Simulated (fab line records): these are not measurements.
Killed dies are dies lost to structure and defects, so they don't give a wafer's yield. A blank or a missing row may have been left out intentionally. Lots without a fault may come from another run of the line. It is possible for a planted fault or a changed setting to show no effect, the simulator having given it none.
Which tool did it? -- flow gf180mcu -- 24 lots with 72 wafers sampled at 6 steps, on a route of 602 steps

## WHAT THE GAUGES SHOWED, per wafer
GF_STI_THK_MEAS_22. Usual: STI_OXIDATION_01_THK typically reads 15.0 nm, with standard deviation 0.34.
lot,measured,on,STI_OXIDATION_01_THK (nm),flag
L074,day 2 03:01,film_metro-02,15.0 14.9 15.1,
L075,day 2 09:55,film_metro-03,15.7 15.4 15.6,
L076,day 2 13:47,film_metro-02,15.2 15.4 15.3,
L077,day 2 18:32,film_metro-03,15.1 15.3 15.2,
L078,day 2 23:44,film_metro-03,15.4 15.2 15.3,
L079,day 3 04:49,film_metro-03,14.6 15.0 14.7,
L080,day 3 10:33,film_metro-01,14.7 14.6 14.7,
L081,day 3 15:26,film_metro-03,15.6 15.5 15.7,
L082,day 3 20:08,film_metro-02,15.0 15.4 15.2,
L083,day 4 01:34,film_metro-03,15.0 15.2 14.8,
L084,day 4 06:17,film_metro-03,15.2 15.0 15.0,
L085,day 4 12:32,film_metro-01,15.3 15.0 14.9,
L086,day 4 17:07,film_metro-03,14.9 15.2 15.0,
L087,day 5 00:02,film_metro-03,15.1 15.1 15.0,
L088,day 5 06:02,film_metro-03,14.9 15.0 15.0,
L089,day 5 09:22,film_metro-01,15.4 15.3 15.3,
L090,day 5 14:08,film_metro-02,14.4 14.7 14.4,
L091,day 5 18:23,film_metro-03,14.7 14.6 14.9,
L092,day 5 23:07,film_metro-03,15.1 15.3 15.2,
L093,day 6 05:25,film_metro-03,14.5 14.3 14.3,
L094,day 6 10:51,film_metro-02,14.7 14.7 14.9,
L095,day 6 17:10,film_metro-01,14.6 14.3 14.6,
L096,day 6 22:14,film_metro-03,14.7 14.8 14.7,
L097,day 7 05:01,film_metro-02,15.2 14.8 14.9,

GF_M3_OVL_MEAS_15. Usual: M3_OVL typically reads 0 nm, with standard deviation 5.8.
lot,measured,on,M3_OVL (nm),flag
L074,day 21 07:02,overlay-02,-1 3 4,
L075,day 22 03:19,overlay-02,2 -5 0,
L076,day 22 02:58,overlay-01,-5 -8 1,
L077,day 22 07:55,overlay-02,1 1 1,
L078,day 23 08:05,overlay-02,1 -1 1,
L079,day 23 06:47,overlay-02,-7 -8 -11,
L080,day 23 19:46,overlay-02,-2 8 -5,
L081,day 24 02:02,overlay-01,-1 6 -7,
L082,day 24 05:11,overlay-01,14 4 -1,
L083,day 25 00:35,overlay-02,2 -2 7,
L084,day 25 01:35,overlay-02,8 4 5,
L085,day 25 11:41,overlay-02,-3 -7 -6,
L086,day 25 14:00,overlay-01,5 4 4,
L087,day 26 01:38,overlay-01,1 4 -1,
L088,day 26 10:55,overlay-02,6 1 6,
L089,day 26 14:35,overlay-01,4 3 -1,
L090,day 26 15:07,overlay-02,-1 2 -4,
L091,day 27 06:20,overlay-02,4 1 2,
L092,day 27 08:59,overlay-01,12 2 4,
L093,day 27 18:01,overlay-02,5 -6 6,
L094,day 28 09:22,overlay-01,-4 -5 1,
L095,day 28 09:53,overlay-02,-22 -6 2,
L096,day 28 16:43,overlay-01,2 6 -11,
L097,day 28 21:53,overlay-02,4 -3 2,

GF_V5_BOW_MEAS_05. Usual: V5_BOW typically reads 135 um, with standard deviation 9.4.
lot,measured,on,V5_BOW (um),flag
L074,day 26 07:09,film_metro-02,139 145 149,
L075,day 27 02:12,film_metro-03,121 120 125,
L076,day 27 01:25,film_metro-01,131 136 146,
L077,day 27 05:13,film_metro-02,135 136 127,
L078,day 28 01:14,film_metro-02,144 152 138,
L079,day 28 00:46,film_metro-02,144 148 145,
L080,day 28 11:40,film_metro-01,114 120 117,
L081,day 28 16:11,film_metro-02,125 133 128,
L082,day 28 21:00,film_metro-01,128 151 142,
L083,day 29 11:59,film_metro-01,131 131 138,
L084,day 29 13:07,film_metro-03,132 132 120,
L085,day 30 00:28,film_metro-02,121 130 121,
L086,day 30 01:22,film_metro-02,124 128 133,
L087,day 30 11:55,film_metro-03,149 154 146,
L088,day 30 19:49,film_metro-01,128 119 132,
L089,day 30 23:14,film_metro-03,120 134 128,
L090,day 30 23:22,film_metro-03,123 122 129,
L091,day 31 13:28,film_metro-02,131 132 136,
L092,day 31 15:25,film_metro-02,134 152 143,
L093,day 31 22:26,film_metro-03,137 143 136,
L094,day 32 12:25,film_metro-01,140 141 134,
L095,day 32 12:44,film_metro-03,127 143 143,
L096,day 32 18:25,film_metro-03,137 140 141,
L097,day 32 22:07,film_metro-02,120 125 117,

## WHICH TOOL RAN EACH LOT (tool, then ch and the chambers of the sampled wafers, then the start)
lot,GF_M2_SPUTTER_02,GF_V3_ETCH_17,GF_M5_METAL_ETCH_10
L074,"pvd_sputter-02, day 18 02:01","rie_diel-03 ch 0,1, day 26 05:56 or earlier","rie_metal-01 ch 0,1, day 26 05:56"
L075,"pvd_sputter-02, day 19 00:20","rie_diel-03 ch 0,1,2, day 27 00:59 or earlier","rie_metal-01 ch 0,1, day 27 00:59"
L076,"pvd_sputter-04, day 18 23:55","rie_diel-01 ch 1,3, day 27 00:09 or earlier","rie_metal-02 ch 0,1, day 27 00:09"
L077,"pvd_sputter-04, day 19 04:13","rie_diel-02 ch 2,3, day 27 03:58 or earlier","rie_metal-04 ch 0,1, day 27 03:58"
L078,"pvd_sputter-04, day 20 04:53","rie_diel-02 ch 0,1,2, day 27 23:56 or earlier","rie_metal-02 ch 0,1, day 27 23:56"
L079,"pvd_sputter-04, day 20 03:49","rie_diel-03 ch 1,3, day 27 23:31 or earlier","rie_metal-01 ch 0,1, day 27 23:31"
L080,"pvd_sputter-04, day 20 19:59","rie_diel-02 ch 0,1,2, day 28 10:27 or earlier","rie_metal-01 ch 0,1, day 28 10:27"
L081,"pvd_sputter-03, day 21 00:58","rie_diel-03 ch 1,3, day 28 14:59 or earlier","rie_metal-04 ch 1, day 28 14:59"
L082,"pvd_sputter-02, day 21 05:22","rie_diel-03 ch 1,2,3, day 28 19:47 or earlier","rie_metal-02 ch 0,1, day 28 19:47"
L083,"pvd_sputter-04, day 22 00:55","rie_diel-01 ch 1,3, day 29 10:45 or earlier","rie_metal-01 ch 0,1, day 29 10:45"
L084,"pvd_sputter-02, day 22 01:17","rie_diel-02 ch 0,1,3, day 29 11:53 or earlier","rie_metal-02 ch 0,1, day 29 11:53"
L085,"pvd_sputter-03, day 22 12:51","rie_diel-01 ch 1,3, day 29 23:14 or earlier","rie_metal-04 ch 0,1, day 29 23:14"
L086,"pvd_sputter-04, day 22 16:28","rie_diel-01 ch 1,2,3, day 30 00:04 or earlier","rie_metal-01 ch 0,1, day 30 00:04"
L087,"pvd_sputter-02, day 23 04:18","rie_diel-01 ch 1,2,3, day 30 10:36 or earlier","rie_metal-01 ch 0,1, day 30 10:36"
L088,"pvd_sputter-04, day 23 15:43","rie_diel-01 ch 0,2,3, day 30 18:32 or earlier","rie_metal-02 ch 0,1, day 30 18:32"
L089,"pvd_sputter-04, day 23 17:57","rie_diel-03 ch 0,2, day 30 21:56 or earlier","rie_metal-04 ch 0,1, day 30 21:56"
L090,"pvd_sputter-04, day 23 20:14","rie_diel-02 ch 1,3, day 30 22:00 or earlier","rie_metal-01 ch 0,1, day 30 22:00"
L091,"pvd_sputter-02, day 24 10:42","rie_diel-01 ch 0,2,3, day 31 12:02 or earlier","rie_metal-04 ch 0,1, day 31 12:02"
L092,"pvd_sputter-03, day 24 15:12","rie_diel-01 ch 0,1,3, day 31 14:06 or earlier","rie_metal-04 ch 0,1, day 31 14:06"
L093,"pvd_sputter-02, day 25 00:33","rie_diel-01 ch 0,1,3, day 31 21:12 or earlier","rie_metal-04 ch 0,1, day 31 21:12"
L094,"pvd_sputter-04, day 25 15:53","rie_diel-01 ch 0,2,3, day 32 11:09 or earlier","rie_metal-04 ch 1, day 32 11:09"
L095,"pvd_sputter-03, day 25 18:02","rie_diel-03 ch 0,2,3, day 32 11:30 or earlier","rie_metal-01 ch 0,1, day 32 11:30"
L096,"pvd_sputter-03, day 26 02:06","rie_diel-01 ch 0,3, day 32 17:06 or earlier","rie_metal-01 ch 0,1, day 32 17:06"
L097,"pvd_sputter-03, day 26 06:12","rie_diel-01 ch 0,3, day 32 20:50 or earlier","rie_metal-01 ch 0,1, day 32 20:50"
- GF_M2_SPUTTER_02: material AlCu, target thk 450 nm, time 23.9 s.
- GF_V3_ETCH_17: etches SiO2 in C4F8/O2/Ar, stops on TiN, target depth 635 nm.
- GF_M5_METAL_ETCH_10: etches the open film in Cl2/BCl3, stops on SiO2, target depth 627.5 nm, time 104.6 s.

## AS READ BY THE TOOLS THEMSELVES (means over the sampled wafers that have a number; for cases with no such wafer, the mark the record gives instead)
GF_M2_SPUTTER_02. Usual: chamber_pressure_pa 0.4000 Pa, standard deviation 0.00076; throttle_valve_pct 30.0 %, standard deviation 0.97.
lot,tool,chamber_pressure_pa (Pa),throttle_valve_pct (%),flag
L074,pvd_sputter-02,0.3992,29.1,
L075,pvd_sputter-02,0.4003,29.2,
L076,pvd_sputter-04,0.3998,30.0,
L077,pvd_sputter-04,0.3996,29.7,
L078,pvd_sputter-04,0.3998,30.2,
L079,pvd_sputter-04,0.3997,29.7,
L080,pvd_sputter-04,0.3999,30.4,
L081,pvd_sputter-03,0.4001,30.3,
L082,pvd_sputter-02,0.3999,29.1,
L083,pvd_sputter-04,0.4010,30.1,
L084,pvd_sputter-02,0.4002,29.7,
L085,pvd_sputter-03,0.4003,29.2,
L086,pvd_sputter-04,0.4000,29.7,
L087,pvd_sputter-02,0.4001,28.4,
L088,pvd_sputter-04,0.4000,29.8,
L089,pvd_sputter-04,0.3997,29.8,
L090,pvd_sputter-04,0.4001,29.7,
L091,pvd_sputter-02,0.4004,29.1,
L092,pvd_sputter-03,0.3997,31.6,
L093,pvd_sputter-02,0.4005,29.1,
L094,pvd_sputter-04,0.3998,29.9,
L095,pvd_sputter-03,0.3999,30.3,
L096,pvd_sputter-03,0.4002,30.3,
L097,pvd_sputter-03,0.4003,29.8,

GF_V3_ETCH_17. Usual: oes_product_au 0.856 a.u., standard deviation 0.0043.
lot,tool,oes_product_au (a.u.),flag
L074,rie_diel-03,0.854,
L075,rie_diel-03,0.859,
L076,rie_diel-01,0.857,
L077,rie_diel-02,0.857,
L078,rie_diel-02,0.850,
L079,rie_diel-03,0.856,
L080,rie_diel-02,0.853,
L081,rie_diel-03,0.854,
L082,rie_diel-03,0.856,
L083,rie_diel-01,0.856,
L084,rie_diel-02,0.856,
L085,rie_diel-01,0.858,
L086,rie_diel-01,0.857,
L087,rie_diel-01,0.859,
L088,rie_diel-01,0.855,
L089,rie_diel-03,0.851,
L090,rie_diel-02,0.853,
L091,rie_diel-01,0.856,
L092,rie_diel-01,0.856,
L093,rie_diel-01,0.856,
L094,rie_diel-01,0.856,
L095,rie_diel-03,0.859,
L096,rie_diel-01,0.853,
L097,rie_diel-01,0.854,

GF_M5_METAL_ETCH_10. Usual: drypump_motor_current_A 5.5 A, standard deviation 0.58; oes_product_au 0.973 a.u., standard deviation 0.0057; throttle_valve_pct 28.249 %, standard deviation 0.0088.
lot,tool,drypump_motor_current_A (A),oes_product_au (a.u.),throttle_valve_pct (%),flag
L074,rie_metal-01,5.4,0.971,28.258,
L075,rie_metal-01,5.1,0.972,28.246,
L076,rie_metal-02,5.6,0.970,28.243,
L077,rie_metal-04,6.2,0.980,28.243,
L078,rie_metal-02,5.6,0.969,28.246,
L079,rie_metal-01,5.1,0.972,28.238,
L080,rie_metal-01,5.3,0.968,28.245,
L081,rie_metal-04,5.2,0.977,28.250,
L082,rie_metal-02,5.4,0.971,28.244,
L083,rie_metal-01,5.1,0.964,28.254,
L084,rie_metal-02,5.4,0.976,28.247,
L085,rie_metal-04,6.1,0.972,28.246,
L086,rie_metal-01,5.1,0.978,28.252,
L087,rie_metal-01,5.1,0.972,28.239,
L088,rie_metal-02,5.6,0.975,28.251,
L089,rie_metal-04,6.2,0.974,28.246,
L090,rie_metal-01,5.1,0.975,28.245,
L091,rie_metal-04,5.7,0.973,28.249,
L092,rie_metal-04,6.2,0.975,28.244,
L093,rie_metal-04,6.2,0.972,28.252,
L094,rie_metal-04,5.2,0.968,28.257,
L095,rie_metal-01,5.4,0.970,28.257,
L096,rie_metal-01,5.4,0.967,28.256,
L097,rie_metal-01,5.4,0.980,28.238,

## THE ANSWER, worked out from the rows above alone
Rule: take the mean of a lot's wafers that have a number; if it is more than 3 standard deviations from the usual mean, the lot is off. A lot without any number at a reading at which 4 lots or more have one is off too. The other lots that the step has rows for count as sound. The gauges are gone through in route order, then the tools' own readings, and for those a lot's mean is taken as printed above. At the first step where some lot is off, the reading lying furthest off is the one used; lots without a number count as furthest.
Across all readings shown, no lot is off: no conclusion can be drawn from this.

## WHAT HAD BEEN PUT IN BY THE SIMULATOR
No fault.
